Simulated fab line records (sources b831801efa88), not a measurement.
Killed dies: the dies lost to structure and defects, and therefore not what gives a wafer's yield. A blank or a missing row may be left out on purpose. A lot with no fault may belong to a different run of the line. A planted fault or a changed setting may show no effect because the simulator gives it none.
fab line records	flow sky130
[record] lots = 24	wafers = 72	last-day = 50
route steps=708 shown CONTACT@409 CAPM@549 VIA3@575 METAL4@601
lots with no fault: from the same line, run without faults
start-h: the number of hours between the record's first day and the start of the first shown wafer of the lot	wait-h: hours elapsed since this lot's preceding step	" same as the row above	L1.1+2: one row covering several wafers at once	- no value, or no start given	* or withheld: withheld	< > ~ a bound
route shown NAME@n: NAME is a module with steps in the file, n the number in the route of the first one	usual: the fault-free wafers' mean and standard deviation	same: alike in all rows	chamber/n: place in a boat	sites: each site's reading	_std_site: the values' standard deviation	_edge_site: inner sites' mean taken away from outer sites' mean	radius-mm: how far each site lies from the wafer's centre	mask NAME#n: copy n	behind: the last tool/chamber to shape the wafer	hold: cause of the lot's hold/its duration in hours/its outcome	device: whichever transistor did not switch (one of n, p or np)	end of line: at the end of the route, the tests of the same wafers	where a step has no rows: the recipe by itself	killed: dies lost to structure and defects at the first sort, not the wafer's yield	map: shows each die of a wafer: x if killed, . if not, _ if none is there
set.NAME: the setting as run; set.NAME@STEP: as run at that earlier step	model.NAME: the simulator's own value behind a step, which no gauge read
one table for each step of the route and one row for each wafer, over a sample of lots
services: from which hour (start-h, from the record's first day; less than 0 if before it) a tool's chamber was out of use, for how many hours, and why
[[steps]]
[step SKY_CONTACT_THK_MEAS_03]
[recipe] reads = SiO2_of_CONTACT_HDPCVD_02
[usual] CONTACT_HDPCVD_THK = 591/5.9
lot.wafer	tool	chamber	start-h	wait-h	CONTACT_HDPCVD_THK[nm]
L074.2	film-metro-01	-	713.42	0.0	592
L074.3	"	-	"	"	587
L074.4	"	-	"	"	592
L075.1	film-metro-02	-	714.50	0.0	596
L075.5	"	-	"	"	593
L075.6	"	-	"	"	582
L076.1	film-metro-01	-	726.49	0.0	596
L076.3	"	-	"	"	591
L076.5	"	-	"	"	593
L077.2	film-metro-03	-	732.87	0.0	597
L077.4	"	-	"	"	606
L077.5	"	-	"	"	596
L078.1	film-metro-01	-	740.34	0.0	588
L078.3	"	-	"	"	586
L078.4	"	-	"	"	584
L079.3	film-metro-02	-	742.82	0.1	577
L079.4	"	-	"	"	578
L079.5	"	-	"	"	591
L080.3	film-metro-01	-	767.57	0.1	594
L080.5	"	-	"	"	592
L080.6	"	-	"	"	600
L082.3	film-metro-02	-	768.27	0.1	594
L082.5	"	-	"	"	589
L082.6	"	-	"	"	588
L081.1	film-metro-03	-	769.46	0.0	588
L081.4	"	-	"	"	588
L081.5	"	-	"	"	591
L083.3	film-metro-03	-	784.79	0.1	595
L083.4	"	-	"	"	597
L083.6	"	-	"	"	585
L085.2	film-metro-01	-	791.36	0.0	595
L085.3	"	-	"	"	585
L085.4	"	-	"	"	582
L084.1	film-metro-02	-	792.65	0.0	587
L084.2	"	-	"	"	602
L084.6	"	-	"	"	590
L086.1	film-metro-01	-	795.95	0.0	589
L086.5	"	-	"	"	589
L086.6	"	-	"	"	583
L087.1	film-metro-03	-	814.28	0.0	596
L087.3	"	-	"	"	597
L087.6	"	-	"	"	600
L088.3	film-metro-02	-	815.08	0.1	597
L088.5	"	-	"	"	580
L088.6	"	-	"	"	591
L089.1	film-metro-03	-	821.61	0.0	583
L089.2	"	-	"	"	588
L089.5	"	-	"	"	592
L090.2	film-metro-02	-	835.53	0.0	587
L090.3	"	-	"	"	592
L090.4	"	-	"	"	594
L091.1	film-metro-03	-	839.11	0.0	587
L091.3	"	-	"	"	586
L091.6	"	-	"	"	590
L092.1	film-metro-02	-	846.67	0.0	595
L092.3	"	-	"	"	599
L092.5	"	-	"	"	600
L093.1	film-metro-02	-	864.40	0.0	583
L093.5	"	-	"	"	603
L093.6	"	-	"	"	584
L094.2	film-metro-03	-	865.24	0.0	592
L094.5	"	-	"	"	598
L094.6	"	-	"	"	593
L095.2	film-metro-02	-	869.71	0.0	583
L095.3	"	-	"	"	590
L095.4	"	-	"	"	586
L096.3	film-metro-01	-	871.70	0.1	589
L096.4	"	-	"	"	593
L096.5	"	-	"	"	588
L097.1	film-metro-02	-	891.73	0.0	592
L097.3	"	-	"	"	589
L097.5	"	-	"	"	600
[step SKY_CAPM_OVL_MEAS_12]
[usual] CAPM_OVL = -1.5/1.4
lot.wafer	tool	chamber	start-h	wait-h	CAPM_OVL[nm]
L074.2	overlay-01	-	883.94	0.1	-0.5
L074.3	"	-	"	"	-1.2
L074.4	"	-	"	"	-0.6
L075.1	overlay-01	-	885.98	0.1	1.2
L075.5	"	-	"	"	-0.4
L075.6	"	-	"	"	-0.5
L076.1	overlay-02	-	894.43	0.1	-1.9
L076.3	"	-	"	"	-1.9
L076.5	"	-	"	"	-2.0
L077.2	overlay-02	-	901.04	0.1	-0.8
L077.4	"	-	"	"	-1.5
L077.5	"	-	"	"	-1.6
L078.1	overlay-01	-	908.33	0.1	0.3
L078.3	"	-	"	"	-0.5
L078.4	"	-	"	"	-1.8
L079.3	overlay-02	-	909.44	0.1	-3.8
L079.4	"	-	"	"	-3.6
L079.5	"	-	"	"	-3.7
L080.3	overlay-02	-	931.79	0.1	-3.0
L080.5	"	-	"	"	-2.9
L080.6	"	-	"	"	-2.4
L082.3	overlay-01	-	934.09	0.1	-3.0
L082.5	"	-	"	"	-0.2
L082.6	"	-	"	"	-0.4
L081.1	overlay-01	-	934.63	0.1	-1.6
L081.4	"	-	"	"	-2.5
L081.5	"	-	"	"	-2.1
L083.3	overlay-02	-	947.60	0.1	-3.0
L083.4	"	-	"	"	-1.6
L083.6	"	-	"	"	-4.4
L085.2	overlay-02	-	955.14	0.1	-2.7
L085.3	"	-	"	"	-1.3
L085.4	"	-	"	"	-2.7
L084.1	overlay-01	-	955.98	0.1	2.0
L084.2	"	-	"	"	-0.2
L084.6	"	-	"	"	0.5
L086.1	overlay-02	-	959.58	0.1	-0.7
L086.5	"	-	"	"	-1.5
L086.6	"	-	"	"	-1.1
L087.1	overlay-02	-	976.18	0.1	-4.6
L087.3	"	-	"	"	-3.7
L087.6	"	-	"	"	-1.5
L088.3	overlay-02	-	976.84	0.1	-1.1
L088.5	"	-	"	"	-1.4
L088.6	"	-	"	"	-1.4
L089.1	overlay-01	-	982.78	0.1	-1.1
L089.2	"	-	"	"	0.2
L089.5	"	-	"	"	-0.2
L090.2	overlay-02	-	994.44	0.1	-2.0
L090.3	"	-	"	"	-0.5
L090.4	"	-	"	"	-2.6
L091.1	overlay-02	-	997.49	0.1	-2.9
L091.3	"	-	"	"	-3.6
L091.6	"	-	"	"	-2.1
L092.1	overlay-02	-	1004.73	0.1	-3.5
L092.3	"	-	"	"	-2.2
L092.5	"	-	"	"	-2.6
L093.1	overlay-01	-	1019.43	0.1	0.0
L093.5	"	-	"	"	0.0
L093.6	"	-	"	"	-1.2
L094.2	overlay-02	-	1020.79	0.1	-3.2
L094.5	"	-	"	"	-2.0
L094.6	"	-	"	"	-3.2
L095.2	overlay-01	-	1023.09	0.1	-0.6
L095.3	"	-	"	"	0.2
L095.4	"	-	"	"	-0.4
L096.3	overlay-02	-	1029.39	0.1	-3.6
L096.4	"	-	"	"	-4.0
L096.5	"	-	"	"	-4.3
L097.1	overlay-01	-	1042.88	0.1	-1.6
L097.3	"	-	"	"	-0.9
L097.5	"	-	"	"	1.4
[step SKY_VIA3_CMP_02]
[recipe] material = SiO2	down-force-psi = 4	platen-rpm = 60	pad-velocity-m-s = 0.94248
[usual] motor-current-A = 12.6/0.99	platen-rpm = 60.00/0.039
lot.wafer	tool	chamber	start-h	wait-h	motor-current-A	platen-rpm
L074.4	cmp-02	3	912.16	0.0	13.1	60.02
L074.2	"	0	"	"	12.7	60.06
L074.3	"	2	"	"	12.0	60.01
L075.1	cmp-02	0	914.06	0.2	13.8	59.96
L075.6	"	1	"	"	11.5	60.04
L075.5	"	2	"	"	11.4	60.02
L076.1	cmp-02	3	921.91	0.1	13.9	59.96
L076.3	"	0	"	"	14.0	59.97
L076.5	"	2	"	"	11.9	60.06
L077.2	cmp-01	2	928.14	0.1	12.6	60.02
L077.4	"	0	"	"	14.5	59.99
L077.5	"	1	"	"	12.8	59.97
L078.4	cmp-02	2	935.28	0.0	12.3	59.98
L078.3	"	3	"	"	13.2	60.01
L078.1	"	0	"	"	13.4	60.02
L079.3	cmp-02	3	936.03	0.1	13.1	60.03
L079.4	"	1	"	"	11.6	59.95
L079.5	"	3	"	"	13.1	60.02
L080.3	cmp-01	1	958.26	0.1	12.6	59.98
L080.5	"	0	"	"	14.6	59.95
L080.6	"	1	"	"	12.5	59.99
L082.3	cmp-02	1	960.14	0.2	11.9	59.91
L082.6	"	2	"	"	12.1	60.02
L082.5	"	3	"	"	13.2	59.97
L081.1	cmp-01	3	960.44	0.1	11.4	60.00
L081.4	"	0	"	"	14.4	59.98
L081.5	"	1	"	"	12.3	59.92
L083.3	cmp-02	3	973.78	0.1	12.0	60.01
L083.4	"	0	"	"	13.0	59.98
L083.6	"	3	"	"	12.4	59.99
L085.3	cmp-02	1	981.27	0.0	11.6	59.92
L085.2	"	2	"	"	11.4	60.06
L085.4	"	3	"	"	12.5	59.94
L084.1	cmp-02	1	982.95	0.8	11.8	60.05
L084.2	"	0	"	"	14.6	60.05
L084.6	"	2	"	"	11.9	59.96
L086.1	cmp-02	3	985.22	0.1	12.8	59.95
L086.5	"	2	"	"	11.9	59.95
L086.6	"	3	"	"	12.6	59.94
L087.3	cmp-01	0	1002.13	0.0	15.2	59.99
L087.1	"	1	"	"	13.0	60.00
L087.6	"	1	"	"	13.0	59.96
L088.3	cmp-02	1	1002.63	0.2	11.7	60.00
L088.5	"	2	"	"	12.3	59.96
L088.6	"	3	"	"	12.9	60.04
L089.2	cmp-02	2	1008.52	0.1	11.8	59.97
L089.1	"	0	"	"	13.6	60.03
L089.5	"	1	"	"	12.3	60.00
L090.3	cmp-02	0	1019.32	0.0	13.5	60.03
L090.4	"	1	"	"	11.3	59.99
L090.2	"	2	"	"	12.5	60.01
L091.1	cmp-02	1	1022.02	0.1	12.3	60.12
L091.3	"	2	"	"	11.6	60.07
L091.6	"	1	"	"	11.7	60.00
L092.1	cmp-01	0	1029.52	0.1	15.2	60.01
L092.3	"	3	"	"	12.4	59.94
L092.5	"	1	"	"	12.8	60.01
L093.1	cmp-01	1	1044.16	0.1	13.1	60.06
L093.5	"	3	"	"	11.6	60.03
L093.6	"	0	"	"	14.7	60.01
L094.2	cmp-02	0	1045.23	0.1	13.5	59.95
L094.5	"	2	"	"	12.3	59.96
L094.6	"	3	"	"	12.3	59.96
L095.4	cmp-02	3	1047.63	0.0	13.1	60.01
L095.2	"	1	"	"	11.0	59.96
L095.3	"	2	"	"	11.0	60.01
L096.4	cmp-02	1	1053.64	0.0	11.1	60.05
L096.3	"	0	"	"	13.7	59.99
L096.5	"	1	"	"	11.1	59.93
L097.3	cmp-01	2	1066.06	0.1	12.9	60.03
L097.1	"	3	"	"	11.8	59.91
L097.5	"	0	"	"	15.0	59.97
[step SKY_VIA3_SPUTTER_20]
[recipe] material = TiN	target-thk-nm = 20	chamber-pressure-pa = 5	power-w = 4000	time-s = 81.96
[usual] throttle-valve-pct = 29.8/1.3
lot.wafer	tool	chamber	start-h	wait-h	throttle-valve-pct
L074.2	pvd-sputter-02	-	938.52	0.0	29.3
L074.3	"	-	"	"	28.5
L074.4	"	-	"	"	30.3
L075.1	pvd-sputter-02	-	940.22	0.0	28.4
L075.5	"	-	"	"	28.4
L075.6	"	-	"	"	28.3
L076.1	pvd-sputter-03	-	947.92	0.0	29.0
L076.3	"	-	"	"	29.8
L076.5	"	-	"	"	30.1
L077.2	pvd-sputter-01	-	953.61	0.0	32.3
L077.4	"	-	"	"	30.1
L077.5	"	-	"	"	32.1
L078.1	pvd-sputter-01	-	961.02	0.0	31.7
L078.3	"	-	"	"	32.2
L078.4	"	-	"	"	30.0
L079.3	pvd-sputter-02	-	961.39	0.0	29.4
L079.4	"	-	"	"	28.3
L079.5	"	-	"	"	28.4
L080.3	pvd-sputter-02	-	983.44	0.0	28.5
L080.5	"	-	"	"	28.3
L080.6	"	-	"	"	28.6
L082.3	pvd-sputter-03	-	984.97	0.0	29.1
L082.5	"	-	"	"	30.4
L082.6	"	-	"	"	29.6
L081.1	pvd-sputter-02	-	985.29	0.0	28.3
L081.4	"	-	"	"	28.3
L081.5	"	-	"	"	28.7
L083.3	pvd-sputter-01	-	998.03	0.0	32.0
L083.4	"	-	"	"	32.4
L083.6	"	-	"	"	31.8
L085.2	pvd-sputter-02	-	1005.64	0.0	30.4
L085.3	"	-	"	"	28.7
L085.4	"	-	"	"	28.5
L084.1	pvd-sputter-03	-	1007.39	0.0	29.0
L084.2	"	-	"	"	30.1
L084.6	"	-	"	"	29.2
L086.1	pvd-sputter-02	-	1009.87	0.0	28.3
L086.5	"	-	"	"	28.4
L086.6	"	-	"	"	30.3
L087.1	pvd-sputter-03	-	1025.84	0.0	30.1
L087.3	"	-	"	"	29.6
L087.6	"	-	"	"	30.4
L088.3	pvd-sputter-03	-	1026.82	0.0	29.6
L088.5	"	-	"	"	28.8
L088.6	"	-	"	"	29.1
L089.1	pvd-sputter-01	-	1032.40	0.0	32.1
L089.2	"	-	"	"	29.9
L089.5	"	-	"	"	32.0
L090.2	pvd-sputter-01	-	1042.99	0.0	32.2
L090.3	"	-	"	"	31.8
L090.4	"	-	"	"	31.9
L091.1	pvd-sputter-03	-	1045.33	0.0	29.3
L091.3	"	-	"	"	28.7
L091.6	"	-	"	"	30.0
L092.1	pvd-sputter-01	-	1053.43	0.0	31.7
L092.3	"	-	"	"	32.2
L092.5	"	-	"	"	32.3
L093.1	pvd-sputter-02	-	1067.01	0.0	28.6
L093.5	"	-	"	"	28.3
L093.6	"	-	"	"	28.3
L094.2	pvd-sputter-03	-	1068.01	0.0	29.3
L094.5	"	-	"	"	29.5
L094.6	"	-	"	"	29.3
L095.2	pvd-sputter-03	-	1070.08	0.0	29.6
L095.3	"	-	"	"	28.8
L095.4	"	-	"	"	29.8
L096.3	pvd-sputter-03	-	1075.54	0.0	30.4
L096.4	"	-	"	"	29.0
L096.5	"	-	"	"	28.5
L097.1	pvd-sputter-02	-	1088.15	0.0	28.8
L097.3	"	-	"	"	28.5
L097.5	"	-	"	"	28.6
[step SKY_METAL4_SPUTTER_03]
[recipe] material = Ti	target-thk-nm = 5	power-w = 3000	time-s = 3.3	chamber-pressure-pa = 0.4
[usual] throttle-valve-pct = 30.1/1.4
lot.wafer	tool	chamber	start-h	wait-h	throttle-valve-pct
L074.2	pvd-sputter-04	-	939.27	0.0	27.5
L074.3	"	-	"	"	31.7
L074.4	"	-	"	"	30.3
L075.1	pvd-sputter-04	-	940.97	0.0	31.0
L075.5	"	-	"	"	30.2
L075.6	"	-	"	"	30.9
L076.1	pvd-sputter-04	-	948.67	0.0	27.9
L076.3	"	-	"	"	31.5
L076.5	"	-	"	"	27.7
L077.2	pvd-sputter-01	-	954.36	0.0	31.8
L077.4	"	-	"	"	32.2
L077.5	"	-	"	"	32.4
L078.1	pvd-sputter-04	-	961.77	0.0	27.8
L078.3	"	-	"	"	31.1
L078.4	"	-	"	"	30.3
L079.3	pvd-sputter-03	-	962.14	0.0	30.2
L079.4	"	-	"	"	28.8
L079.5	"	-	"	"	28.8
L080.3	pvd-sputter-04	-	984.25	0.0	31.1
L080.5	"	-	"	"	31.3
L080.6	"	-	"	"	27.7
L082.3	pvd-sputter-04	-	985.86	0.0	30.6
L082.5	"	-	"	"	30.1
L082.6	"	-	"	"	31.2
L081.1	pvd-sputter-03	-	986.16	0.0	29.3
L081.4	"	-	"	"	29.9
L081.5	"	-	"	"	28.9
L083.3	pvd-sputter-03	-	998.78	0.0	28.5
L083.4	"	-	"	"	30.0
L083.6	"	-	"	"	29.5
L085.2	pvd-sputter-04	-	1006.39	0.0	27.7
L085.3	"	-	"	"	30.2
L085.4	"	-	"	"	30.9
L084.1	pvd-sputter-03	-	1008.17	0.0	29.8
L084.2	"	-	"	"	28.8
L084.6	"	-	"	"	28.7
L086.1	pvd-sputter-03	-	1010.62	0.0	29.6
L086.5	"	-	"	"	30.4
L086.6	"	-	"	"	29.6
L087.1	pvd-sputter-01	-	1026.59	0.0	32.2
L087.3	"	-	"	"	31.9
L087.6	"	-	"	"	30.0
L088.3	pvd-sputter-01	-	1027.57	0.0	32.1
L088.5	"	-	"	"	29.9
L088.6	"	-	"	"	32.1
L089.1	pvd-sputter-03	-	1033.15	0.0	30.0
L089.2	"	-	"	"	29.6
L089.5	"	-	"	"	29.0
L090.2	pvd-sputter-03	-	1043.74	0.0	29.6
L090.3	"	-	"	"	30.1
L090.4	"	-	"	"	29.0
L091.1	pvd-sputter-04	-	1046.08	0.0	30.3
L091.3	"	-	"	"	31.2
L091.6	"	-	"	"	27.9
L092.1	pvd-sputter-04	-	1054.18	0.0	30.3
L092.3	"	-	"	"	31.6
L092.5	"	-	"	"	30.5
L093.1	pvd-sputter-04	-	1067.76	0.0	31.7
L093.5	"	-	"	"	31.8
L093.6	"	-	"	"	27.8
L094.2	pvd-sputter-01	-	1068.76	0.0	32.2
L094.5	"	-	"	"	32.3
L094.6	"	-	"	"	30.1
L095.2	pvd-sputter-04	-	1070.83	0.0	30.4
L095.3	"	-	"	"	31.7
L095.4	"	-	"	"	31.4
L096.3	pvd-sputter-04	-	1076.29	0.0	31.4
L096.4	"	-	"	"	31.1
L096.5	"	-	"	"	30.4
L097.1	pvd-sputter-04	-	1089.07	0.0	31.0
L097.3	"	-	"	"	27.9
L097.5	"	-	"	"	31.0
[step SKY_METAL4_OVL_MEAS_14]
[usual] METAL4_OVL = 0/5
lot.wafer	tool	chamber	start-h	wait-h	METAL4_OVL[nm]
L074.2	overlay-02	-	987.91	0.1	-5
L074.3	"	-	"	"	0
L074.4	"	-	"	"	-11
L075.1	overlay-01	-	990.15	0.1	-1
L075.5	"	-	"	"	1
L075.6	"	-	"	"	-3
L076.1	overlay-02	-	996.85	0.1	-7
L076.3	"	-	"	"	-1
L076.5	"	-	"	"	0
L077.2	overlay-01	-	1003.76	0.1	-2
L077.4	"	-	"	"	-5
L077.5	"	-	"	"	-6
L078.1	overlay-01	-	1009.35	0.1	5
L078.3	"	-	"	"	-4
L078.4	"	-	"	"	4
L079.3	overlay-01	-	1009.71	0.1	-3
L079.4	"	-	"	"	2
L079.5	"	-	"	"	1
L080.3	overlay-02	-	1031.61	0.1	3
L080.5	"	-	"	"	5
L080.6	"	-	"	"	7
L082.3	overlay-02	-	1033.42	0.1	-5
L082.5	"	-	"	"	1
L082.6	"	-	"	"	-2
L081.1	overlay-02	-	1034.20	0.1	-3
L081.4	"	-	"	"	1
L081.5	"	-	"	"	-1
L083.3	overlay-01	-	1045.86	0.1	-1
L083.4	"	-	"	"	4
L083.6	"	-	"	"	7
L085.2	overlay-02	-	1052.11	0.1	8
L085.3	"	-	"	"	-7
L085.4	"	-	"	"	-1
L084.1	overlay-01	-	1053.65	0.1	-1
L084.2	"	-	"	"	1
L084.6	"	-	"	"	1
L086.1	overlay-01	-	1056.66	0.1	-8
L086.5	"	-	"	"	1
L086.6	"	-	"	"	5
L087.1	overlay-02	-	1071.86	0.1	6
L087.3	"	-	"	"	9
L087.6	"	-	"	"	1
L088.3	overlay-01	-	1072.11	0.1	-8
L088.5	"	-	"	"	-10
L088.6	"	-	"	"	-6
L089.1	overlay-01	-	1078.10	0.1	9
L089.2	"	-	"	"	4
L089.5	"	-	"	"	1
L090.2	overlay-01	-	1087.48	0.1	4
L090.3	"	-	"	"	6
L090.4	"	-	"	"	-7
L091.1	overlay-02	-	1089.81	0.1	2
L091.3	"	-	"	"	-1
L091.6	"	-	"	"	-3
L092.1	overlay-02	-	1096.45	0.1	9
L092.3	"	-	"	"	-4
L092.5	"	-	"	"	2
L093.1	overlay-02	-	1110.35	0.1	-1
L093.5	"	-	"	"	1
L093.6	"	-	"	"	-6
L094.2	overlay-01	-	1111.56	0.1	-6
L094.5	"	-	"	"	-7
L094.6	"	-	"	"	-12
L095.2	overlay-01	-	1113.06	0.1	-2
L095.3	"	-	"	"	-4
L095.4	"	-	"	"	-4
L096.3	overlay-01	-	1116.92	0.1	3
L096.4	"	-	"	"	10
L096.5	"	-	"	"	5
L097.1	overlay-01	-	1130.01	0.1	-6
L097.3	"	-	"	"	-1
L097.5	"	-	"	"	-6
[[services]]
tool	chamber	start-h	hours	kind
cmp-01	-	904.95	2.4	repair
cmp-01	-	912.00	4.0	pm
pvd-sputter-04	0	915.95	-	consumable-replace:kit
pvd-sputter-04	0	915.95	18.0	scheduled-down
cmp-01	-	932.72	3.7	repair
cmp-02	-	941.84	3.0	repair
cmp-02	-	950.30	9.6	repair
cmp-01	-	979.45	0.2	repair
cmp-01	-	980.92	1.7	repair
cmp-01	-	982.61	6.2	pm
pvd-sputter-03	-	997.14	1.0	repair
pvd-sputter-01	-	1003.49	7.4	repair
pvd-sputter-01	-	1011.39	7.3	repair
pvd-sputter-03	1	1033.22	-	consumable-replace:kit
pvd-sputter-03	1	1033.22	18.0	scheduled-down
pvd-sputter-03	1	1033.22	18.0	vent-cycle
pvd-sputter-02	-	1043.98	5.8	repair
cmp-01	-	1069.86	2.9	pm
pvd-sputter-02	-	1073.47	2.4	repair
pvd-sputter-02	-	1079.52	3.3	repair
pvd-sputter-02	-	1083.30	1.7	repair
cmp-02	-	1084.00	4.0	pm
cmp-02	-	1088.00	-	consumable-replace:conditioner
cmp-02	-	1088.00	-	consumable-replace:pad
[[key]]
fault none
